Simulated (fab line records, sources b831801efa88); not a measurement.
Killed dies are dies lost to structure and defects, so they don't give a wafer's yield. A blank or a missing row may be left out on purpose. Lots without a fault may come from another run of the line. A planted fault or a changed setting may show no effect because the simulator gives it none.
fab line records | flow gf180mcu
record lots=14 wafers=41 last_day=34
route steps=602 shown V1@357 M2@363 V2@392 M3@412
lots that met no fault: from a run of the same line without faults
start_h: hours from the record's first day to the start of the lot's first wafer shown | wait_h: hours since the lot's step before | " the same as in the row above | L1.1+2: a row that stands for several wafers | - no value, or no start given | * or withheld: withheld | < > ~ a bound
route shown NAME@n: a module of which the file shows steps, and the number in the route of the first | usual: mean/standard deviation of fault-free wafers | same: alike in all rows | chamber/n: place in a boat | sites: the reading at each site | _std_site: their standard deviation | _edge_site: outer sites' mean less inner sites' | radius_mm: how far each site lies from the wafer's centre | mask NAME#n: copy n | behind: the tool/chamber that last shaped the wafer | hold: why the lot was held/for how many hours/how that ended | device: the transistor (n, p or np) that didn't switch | end of line: the same wafers' tests at the end of the route | a step without rows: its recipe alone | killed: dies lost to structure and defects at the first sort, not the wafer's yield | map: a wafer's dies, x killed, . not, _ none there
set.NAME: the setting as run; set.NAME@STEP: as run at that earlier step | model.NAME: the simulator's own value behind a step, which no gauge read
steps of the route over a sample of lots; a table a step, a row a wafer
services: from which hour (start_h, from the record's first day; less than 0 if before it) a tool's chamber was out of use, for how many hours, and why
## steps
# step GF_V1_SPUTTER_22
# recipe material=TiN target_thk_nm=10 chamber_pressure_pa=5 power_w=4000 time_s=40
# usual throttle_valve_pct=30.6/0.91
# columns lot.wafer tool chamber start_h wait_h throttle_valve_pct
L945.2 pvd_sputter-04 - 426.61 0.0 32.1
L945.3 " - " " 28.9
L945.6 " - " " 28.9
L946.1 pvd_sputter-01 - 432.41 0.0 30.9
L946.2 " - " " 29.7
L946.3 " - " " 31.1
L947.4 pvd_sputter-04 - 454.37 0.0 28.7
L947.5 " - " " 32.0
L947.6 " - " " 28.8
L948.2 pvd_sputter-04 - 458.42 0.0 28.8
L948.4 " - " " 31.9
L948.5 " - " " 32.3
L950.1 pvd_sputter-01 - 473.17 0.0 29.6
L950.4 " - " " 30.9
L950.5 " - " " 31.1
L949.4 pvd_sputter-01 - 475.82 0.0 30.7
L949.5 " - " " 29.7
L949.6 " - " " 31.2
L951.4 pvd_sputter-03 - 479.77 0.0 29.9
L951.5 " - " " 29.9
L951.6 " - " " 30.7
L959.1 pvd_sputter-03 - 550.21 0.0 30.8
L959.2 " - " " 30.1
L959.4 " - " " 31.9
L961.2 pvd_sputter-01 - 565.37 0.0 30.5
L961.4 " - " " 31.3
L963.1 pvd_sputter-01 - 579.24 0.0 30.6
L963.4 " - " " 29.6
L963.6 " - " " 31.0
L965.1 pvd_sputter-04 - 589.92 0.0 29.9
L965.3 " - " " 28.8
L965.5 " - " " 30.8
L966.3 pvd_sputter-01 - 603.65 0.0 29.7
L966.5 " - " " 30.8
L966.6 " - " " 30.8
L967.1 pvd_sputter-04 - 607.92 0.0 28.8
L967.5 " - " " 30.1
L967.6 " - " " 30.6
L968.2 pvd_sputter-01 - 611.77 0.0 30.8
L968.3 " - " " 29.6
L968.6 " - " " 31.3
# step GF_M2_SPUTTER_01
# recipe material=TiN target_thk_nm=30 power_w=6500 time_s=25 chamber_pressure_pa=0.4
# usual throttle_valve_pct=30.4/1
# columns lot.wafer tool chamber start_h wait_h throttle_valve_pct
L945.2 pvd_sputter-01 - 427.34 0.1 29.5
L945.3 " - " " 30.6
L945.6 " - " " 30.9
L946.1 pvd_sputter-02 - 433.25 0.1 30.0
L946.2 " - " " 30.7
L946.3 " - " " 28.0
L947.4 pvd_sputter-01 - 455.10 0.1 30.9
L947.5 " - " " 30.6
L947.6 " - " " 31.3
L948.2 pvd_sputter-02 - 459.15 0.1 30.8
L948.4 " - " " 28.3
L948.5 " - " " 30.4
L950.1 pvd_sputter-02 - 473.91 0.1 29.6
L950.4 " - " " 28.4
L950.5 " - " " 29.9
L949.4 pvd_sputter-03 - 476.55 0.1 30.9
L949.5 " - " " 32.2
L949.6 " - " " 31.4
L951.4 pvd_sputter-02 - 480.50 0.1 30.7
L951.5 " - " " 30.6
L951.6 " - " " 28.3
L959.1 pvd_sputter-01 - 550.94 0.1 31.1
L959.2 " - " " 30.8
L959.4 " - " " 30.7
L961.2 pvd_sputter-03 - 566.10 0.1 31.3
L961.4 " - " " 31.0
L963.1 pvd_sputter-03 - 579.97 0.1 30.8
L963.4 " - " " 31.2
L963.6 " - " " 29.9
L965.1 pvd_sputter-02 - 590.66 0.1 29.8
L965.3 " - " " 29.8
L965.5 " - " " 29.7
L966.3 pvd_sputter-01 - 604.38 0.1 31.3
L966.5 " - " " 31.3
L966.6 " - " " 29.5
L967.1 pvd_sputter-02 - 608.66 0.1 30.1
L967.5 " - " " 29.9
L967.6 " - " " 28.3
L968.2 pvd_sputter-03 - 612.50 0.1 32.3
L968.3 " - " " 29.9
L968.6 " - " " 30.9
# step GF_V2_SOFTBAKE_10
# recipe temp_c=130 time_s=60 resist=KrF
# usual run_length_s=89.15/0.21
# columns lot.wafer tool chamber start_h wait_h run_length_s
L945.2 litho_track-03 0 465 - 89.26
L945.3 " 0 " " 89.20
L945.6 " 0 " " 89.26
L946.1 litho_track-04 0 470 - 88.80
L946.2 " 0 " " 89.02
L946.3 " 0 " " 89.03
L947.4 litho_track-04 0 492 - 88.92
L947.5 " 0 " " 88.76
L947.6 " 0 " " 89.17
L948.2 litho_track-03 0 496 - 89.40
L948.4 " 0 497 - 89.23
L948.5 " 0 " " 89.24
L950.1 litho_track-01 0 511 - 89.13
L950.4 " 0 " " 89.11
L950.5 " 0 " " 89.07
L949.4 litho_track-04 0 514 - 88.91
L949.5 " 0 " " 88.88
L949.6 " 0 " " 88.84
L951.4 litho_track-04 0 517 - 89.02
L951.5 " 0 " " 89.03
L951.6 " 0 " " 88.91
L959.1 litho_track-03 0 586 - 89.23
L959.2 " 0 " " 89.27
L959.4 " 0 " " 96.26
L961.2 litho_track-03 0 600 - 89.30
L961.4 " 0 " " 96.47
L963.1 litho_track-01 0 612 - 89.25
L963.4 " 0 613 - 89.46
L963.6 " 0 " " 89.08
L965.1 litho_track-04 0 624 - 88.93
L965.3 " 0 " " 88.89
L965.5 " 0 " " 88.86
L966.3 litho_track-01 0 636 - 89.18
L966.5 " 0 " " 89.31
L966.6 " 0 " " 89.17
L967.1 litho_track-04 0 641 - 88.94
L967.5 " 0 " " 88.82
L967.6 " 0 " " 89.07
L968.2 litho_track-01 0 645 - 89.11
L968.3 " 0 " " 89.32
L968.6 " 0 " " 89.18
# step GF_M3_SPUTTER_03
# recipe material=Ti target_thk_nm=10 substrate_temp_c=300 chamber_pressure_pa=0.3 power_w=3000 time_s=6.7
# usual throttle_valve_pct=30.5/1.1
# columns lot.wafer tool chamber start_h wait_h throttle_valve_pct
L945.2 pvd_sputter-04 - 480.05 0.0 30.5
L945.3 " - " " 29.9
L945.6 " - " " 30.7
L946.1 pvd_sputter-02 - 484.90 0.0 29.9
L946.2 " - " " 30.3
L946.3 " - " " 28.4
L947.4 pvd_sputter-02 - 506.55 0.0 30.1
L947.5 " - " " 30.1
L947.6 " - " " 30.2
L948.2 pvd_sputter-04 - 510.92 0.0 31.8
L948.4 " - " " 30.5
L948.5 " - " " 30.8
L950.1 pvd_sputter-03 - 524.71 0.0 30.9
L950.4 " - " " 32.0
L950.5 " - " " 29.9
L949.4 pvd_sputter-02 - 528.02 0.0 30.3
L949.5 " - " " 28.3
L949.6 " - " " 29.7
L951.4 pvd_sputter-02 - 530.64 0.0 30.7
L951.5 " - " " 30.6
L951.6 " - " " 28.7
L959.1 pvd_sputter-03 - 598.81 0.0 29.9
L959.2 " - " " 32.2
L959.4 " - " " 31.1
L961.2 pvd_sputter-02 - 612.81 0.0 29.9
L961.4 " - " " 29.9
L963.1 pvd_sputter-02 - 625.67 0.0 29.6
L963.4 " - " " 30.0
L963.6 " - " " 30.8
L965.1 pvd_sputter-04 - 636.25 0.0 30.7
L965.3 " - " " 31.7
L965.5 " - " " 30.7
L966.3 pvd_sputter-04 - 648.93 0.0 30.7
L966.5 " - " " 29.7
L966.6 " - " " 30.6
L967.1 pvd_sputter-04 - 652.87 0.0 29.9
L967.5 " - " " 30.8
L967.6 " - " " 30.3
L968.2 pvd_sputter-03 - 657.16 0.0 32.1
L968.3 " - " " 29.9
L968.6 " - " " 30.1
## services
# columns tool chamber start_h hours kind
pvd_sputter-02 - 416.07 5.7 repair
pvd_sputter-02 - 519.29 2.9 repair
pvd_sputter-03 - 527.32 0.7 repair
pvd_sputter-03 - 614.24 4.2 repair
pvd_sputter-03 - 619.59 3.2 repair
pvd_sputter-01 - 639.64 1.7 repair
## key
first_sign step=GF_V2_SOFTBAKE_10 reading=run_length_s direction=up sigmas=34 usual=* struck=*
effect none on later readings
met_at GF_V2_SOFTBAKE_10
struck_lots L959,L961
struck_wafers L959.4,L961.4
not_acting_at GF_V1_SPUTTER_22,GF_M2_SPUTTER_01,GF_M3_SPUTTER_03
onset_between 496 586
fault kind=process_parameter_drift tool=litho_track-03 chamber=- onset_h=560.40 steps=GF_V2_SOFTBAKE_10 channel=time_s offset=* shape=step end_h=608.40 scope=struck_wafers_only acts_in=* stated=*
